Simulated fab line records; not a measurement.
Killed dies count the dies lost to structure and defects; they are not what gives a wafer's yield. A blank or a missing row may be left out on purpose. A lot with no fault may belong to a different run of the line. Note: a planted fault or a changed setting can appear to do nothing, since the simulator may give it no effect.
fab line records | flow gf180mcu
record: lots: 5 | wafers: 15 | lastDay: 33
route steps=602 shown STI@18
lots that met no fault: from a run of the same line without faults
startH: start of the lot's first displayed wafer, in hours after the record's first day | waitH: hours elapsed since this lot's preceding step | " as in the row above | L1.1+2: one row covering several wafers at once | - no value, or no start given | * or withheld: withheld | < > ~ a bound
route shown NAME@n: names a module that has steps shown in the file, with the first one's number in the route | usual: mean and standard deviation over wafers with no fault | same: alike in all rows | chamber/n: place in a boat | sites: per-site readings | _std_site: the values' standard deviation | _edge_site: outer sites' mean less inner sites' | radiusMm: how far each site lies from the wafer's centre | mask NAME#n: copy n | behind: tool/chamber where the wafer was last shaped | hold: what put the lot on hold/how long, in hours/how the hold closed | device: whichever transistor did not switch (one of n, p or np) | end of line: the route-end tests of the same wafers | a step without rows: its recipe alone | killed: count of dies lost to structure and defects at first sort (not the wafer's yield) | map: dies across one wafer; x = killed, . = not, _ = none there
set.NAME: setting as actually run; set.NAME@STEP: the setting as run at that earlier step | model.NAME: the simulator's own value behind a step, which no gauge read
certain route steps with their lots: each step a table, each wafer a row
services: the hour from which a tool's chamber was out of use, counted from the record's first day as startH (under 0 if before that day), plus the number of hours and why
== steps ==
step: GF_STI_WET_ETCH_17
recipe: chemistry: H3PO4 | targetDepthNm: 45 | tempC: 160 | target: Si3N4 | timeS: 514
lot.wafer  | tool        | chamber | startH | waitH
L075.1+3+5 | wetBench-01 | 2       | 32.04  | 0.0
L087.1+3+5 | wetBench-01 | 3       | 95.63  | 0.0
L090.1+4+6 | wetBench-04 | 2       | 110.53 | 0.0
L093.1+2+3 | wetBench-01 | 2       | 125.03 | 0.0
L095.1+3+6 | wetBench-04 | 2       | 136.88 | 0.0
step: GF_STI_CLEAN_18
recipe: chemistry: SC1/SC2 | mix: 1:4:20 | tempC: 70 | timeS: 150
lot.wafer  | tool        | chamber | startH | waitH
L075.1+3+5 | wetBench-04 | 0       | 32.21  | 0.0
L087.1+3+5 | wetBench-04 | 0       | 95.80  | 0.0
L090.1+4+6 | wetBench-01 | 1       | 110.70 | 0.0
L093.1+2+3 | wetBench-04 | 1       | 125.19 | 0.0
L095.1+3+6 | wetBench-03 | 0       | 137.03 | 0.0
step: GF_STI_CLEAN_19
recipe: chemistry: dHF | timeS: 20 | dilution: 100:1
lot.wafer  | tool        | chamber | startH | waitH
L075.1+3+5 | wetBench-03 | 3       | 32.26  | 0.0
L087.1+3+5 | wetBench-01 | 1       | 95.85  | 0.0
L090.1+4+6 | wetBench-03 | 1       | 110.75 | 0.0
L093.1+2+3 | wetBench-03 | 3       | 125.24 | 0.0
L095.1+3+6 | wetBench-04 | 3       | 137.08 | 0.0
step: GF_STI_WET_ETCH_20
recipe: chemistry: dHF | dilution: 100:1 | targetDepthNm: 20 | tempC: 25 | dry: ipaMarangoni | target: SiO2 | timeS: 400
lot.wafer  | tool        | chamber | startH | waitH
L075.1+3+5 | wetBench-01 | 0       | 32.29  | 0.0
L087.1+3+5 | wetBench-04 | 1       | 95.87  | 0.0
L090.1+4+6 | wetBench-04 | 0       | 110.76 | 0.0
L093.1+2+3 | wetBench-01 | 3       | 125.25 | 0.0
L095.1+3+6 | wetBench-01 | 2       | 137.10 | 0.0
step: GF_STI_OXIDATION_21
recipe: tempC: 1000 | ambient: O2 | stabiliseS: 600 | purgeS: 300 | targetThkA: 150 | oxTimeS: 458
usual: spikeTcLowerC: 1001.1/1.1 | zonePowerCentrePct: 21.68/0.27
lot.wafer | tool       | chamber | startH | waitH | spikeTcLowerC | zonePowerCentrePct
L075.1    | furnace-01 | 0       | 32.42  | 0.0   | 1000.1        | 21.56
L075.3    | "          | 0       | "      | "     | 1000.4        | 21.12
L075.5    | "          | 0       | "      | "     | 1000.9        | 21.21
L087.1    | furnace-01 | 0       | 99.49  | 3.5   | 1000.6        | 21.34
L087.3    | "          | 0       | "      | "     | 1000.1        | 21.98
L087.5    | "          | 0       | "      | "     | 1001.3        | 21.78
L090.1    | furnace-01 | 0       | 111.91 | 1.0   | 1000.9        | 21.60
L090.4    | "          | 0       | "      | "     | 1000.6        | 21.56
L090.6    | "          | 0       | "      | "     | 1001.5        | 21.51
L093.1    | furnace-02 | 0       | 125.37 | 0.0   | 1001.6        | 21.73
L093.2    | "          | 0       | "      | "     | 1002.2        | 21.92
L093.3    | "          | 0       | "      | "     | 1000.6        | 22.06
L095.1    | furnace-01 | 0       | 137.96 | 0.7   | 999.6         | 21.66
L095.3    | "          | 0       | "      | "     | 1002.5        | 21.56
L095.6    | "          | 0       | "      | "     | 1000.8        | 21.50
step: GF_STI_THK_MEAS_22
recipe: reads: SiO2_of_STI_OXIDATION_21
usual: STI_OXIDATION_01_THK: 15.0/0.35
lot.wafer | tool         | chamber | startH | waitH | STI_OXIDATION_01_THK[nm]
L075.1    | filmMetro-04 | -       | 33.55  | 0.0   | 15.9
L075.3    | "            | -       | "      | "     | 15.7
L075.5    | "            | -       | "      | "     | 15.8
L087.1    | filmMetro-02 | -       | 100.62 | 0.0   | 14.6
L087.3    | "            | -       | "      | "     | 14.3
L087.5    | "            | -       | "      | "     | 14.6
L090.1    | filmMetro-04 | -       | 113.03 | 0.0   | 14.7
L090.4    | "            | -       | "      | "     | 14.8
L090.6    | "            | -       | "      | "     | 14.9
L093.1    | filmMetro-04 | -       | 126.50 | 0.0   | 15.1
L093.2    | "            | -       | "      | "     | 15.1
L093.3    | "            | -       | "      | "     | 15.2
L095.1    | filmMetro-04 | -       | 139.09 | 0.0   | 14.9
L095.3    | "            | -       | "      | "     | 14.9
L095.6    | "            | -       | "      | "     | 14.6
step: GF_STI_CVD_23
recipe: material: SiO2 | targetThkNm: 650 | sigmaOpenFrac: 0.3 | timeS: 108.3 | tempC: 600 | sih4FlowSccm: 60 | pressureMtorr: 6
usual: sih4FlowSccm: 60.00/0.18
lot.wafer | tool      | chamber | startH | waitH | sih4FlowSccm
L075.1    | hdpcvd-02 | 2       | 33.61  | 0.1   | 60.33
L075.3    | "         | 0       | "      | "     | 60.04
L075.5    | "         | 0       | "      | "     | 60.20
L087.1    | hdpcvd-02 | 1       | 100.68 | 0.1   | 60.22
L087.3    | "         | 2       | "      | "     | 60.23
L087.5    | "         | 1       | "      | "     | 60.12
L090.1    | hdpcvd-02 | 1       | 113.09 | 0.1   | 60.15
L090.4    | "         | 2       | "      | "     | 59.93
L090.6    | "         | 0       | "      | "     | 59.89
L093.1    | hdpcvd-01 | 1       | 126.56 | 0.1   | 60.12
L093.2    | "         | 0       | "      | "     | 59.65
L093.3    | "         | 2       | "      | "     | 59.70
L095.1    | hdpcvd-01 | 2       | 139.15 | 0.1   | 60.02
L095.3    | "         | 0       | "      | "     | 59.79
L095.6    | "         | 2       | "      | "     | 59.83
step: GF_STI_THK_MEAS_24
recipe: reads: SiO2_of_STI_CVD_23
usual: STI_CVD_23_THK: 643/7.8
lot.wafer | tool         | chamber | startH | waitH | STI_CVD_23_THK[nm]
L075.1    | filmMetro-02 | -       | 33.68  | 0.0   | 643
L075.3    | "            | -       | "      | "     | 649
L075.5    | "            | -       | "      | "     | 639
L087.1    | filmMetro-04 | -       | 100.75 | 0.0   | 643
L087.3    | "            | -       | "      | "     | 643
L087.5    | "            | -       | "      | "     | 654
L090.1    | filmMetro-01 | -       | 113.17 | 0.0   | 646
L090.4    | "            | -       | "      | "     | 649
L090.6    | "            | -       | "      | "     | 642
L093.1    | filmMetro-01 | -       | 126.63 | 0.0   | 646
L093.2    | "            | -       | "      | "     | 666
L093.3    | "            | -       | "      | "     | 656
L095.1    | filmMetro-02 | -       | 139.22 | 0.0   | 647
L095.3    | "            | -       | "      | "     | 652
L095.6    | "            | -       | "      | "     | 644
step: GF_STI_CMP_25
recipe: stopOn: Si3N4 | tOverpolishS: 33 | downForcePsi: 4 | platenRpm: 60 | targetThkNm: 524.6 | padVelocityMS: 0.94248
usual: motorCurrentA: 12.3/1.1 | overpolishRunS: 33.001/0.0083 | timeToEndpointS: 118/3.9
lot.wafer | tool   | chamber | startH | waitH | motorCurrentA | overpolishRunS | timeToEndpointS
L075.3    | cmp-02 | 3       | 33.74  | 0.0   | 14.0          | 32.994         | 123
L075.1    | "      | 1       | "      | "     | 11.2          | 33.010         | 122
L075.5    | "      | 0       | "      | "     | 13.7          | 33.011         | 123
L087.1    | cmp-02 | 2       | 100.86 | 0.1   | 12.0          | 33.000         | 117
L087.3    | "      | 3       | "      | "     | 13.0          | 32.985         | 124
L087.5    | "      | 1       | "      | "     | 11.6          | 33.023         | 129
L090.4    | cmp-01 | 2       | 113.23 | 0.0   | 13.3          | 32.994         | 114
L090.1    | "      | 1       | "      | "     | 11.4          | 32.994         | 116
L090.6    | "      | 2       | "      | "     | 12.5          | 33.003         | 118
L093.1    | cmp-01 | 0       | 126.69 | 0.1   | 13.2          | 33.001         | 120
L093.2    | "      | 1       | "      | "     | 11.7          | 33.006         | 121
L093.3    | "      | 2       | "      | "     | 12.3          | 32.988         | 120
L095.1    | cmp-02 | 2       | 139.33 | 0.1   | 12.8          | 33.005         | 107
L095.3    | "      | 3       | "      | "     | 13.2          | 33.008         | 111
L095.6    | "      | 2       | "      | "     | 12.4          | 33.000         | 111
step: GF_STI_WET_ETCH_26
recipe: chemistry: dHF | targetDepthNm: 94 | target: SiO2 | tempC: 25 | dilution: 10:1 | timeS: 188
lot.wafer  | tool        | chamber | startH | waitH
L075.1+3+5 | wetBench-04 | 2       | 34.04  | 0.1
L087.1+3+5 | wetBench-01 | 1       | 101.11 | 0.2
L090.1+4+6 | wetBench-03 | 0       | 113.53 | 0.1
L093.1+2+3 | wetBench-01 | 2       | 126.99 | 0.2
L095.1+3+6 | wetBench-04 | 3       | 139.58 | 0.2
step: GF_STI_WET_ETCH_27
recipe: chemistry: H3PO4 | targetDepthNm: 160 | target: Si3N4 | tempC: 160 | timeS: 1825
lot.wafer  | tool        | chamber | startH | waitH
L075.1+3+5 | wetBench-01 | 0       | 34.10  | 0.0
L087.1+3+5 | wetBench-04 | 2       | 101.17 | 0.0
L090.1+4+6 | wetBench-01 | 0       | 113.59 | 0.0
L093.1+2+3 | wetBench-04 | 2       | 127.05 | 0.0
L095.1+3+6 | wetBench-01 | 2       | 139.64 | 0.0
step: GF_STI_WET_ETCH_28
recipe: chemistry: dHF | targetDepthNm: 20 | dry: ipaMarangoni | target: SiO2 | tempC: 25 | dilution: 10:1 | timeS: 40
lot.wafer  | tool        | chamber | startH | waitH
L075.1+3+5 | wetBench-01 | 1       | 34.62  | 0.0
L087.1+3+5 | wetBench-03 | 1       | 101.74 | 0.0
L090.1+4+6 | wetBench-03 | 0       | 114.11 | 0.0
L093.1+2+3 | wetBench-01 | 1       | 127.57 | 0.0
L095.1+3+6 | wetBench-04 | 0       | 140.21 | 0.0
== services ==
tool       | chamber | startH | hours | kind
cmp-02     | -       | 10.11  | 1.2   | repair
furnace-01 | -       | 34.62  | 2.5   | pm
cmp-02     | -       | 64.00  | 4.0   | pm
furnace-01 | -       | 67.29  | 18.7  | pm
cmp-02     | -       | 68.00  | -     | consumableReplace:conditioner
cmp-02     | -       | 68.00  | -     | consumableReplace:pad
furnace-02 | -       | 86.37  | 1.7   | pm
furnace-01 | -       | 94.37  | 3.7   | pm
furnace-01 | -       | 103.49 | 2.7   | pm
cmp-02     | -       | 122.41 | 4.9   | pm
hdpcvd-02  | 1       | 124.12 | 1.8   | repair
== key ==
fault none
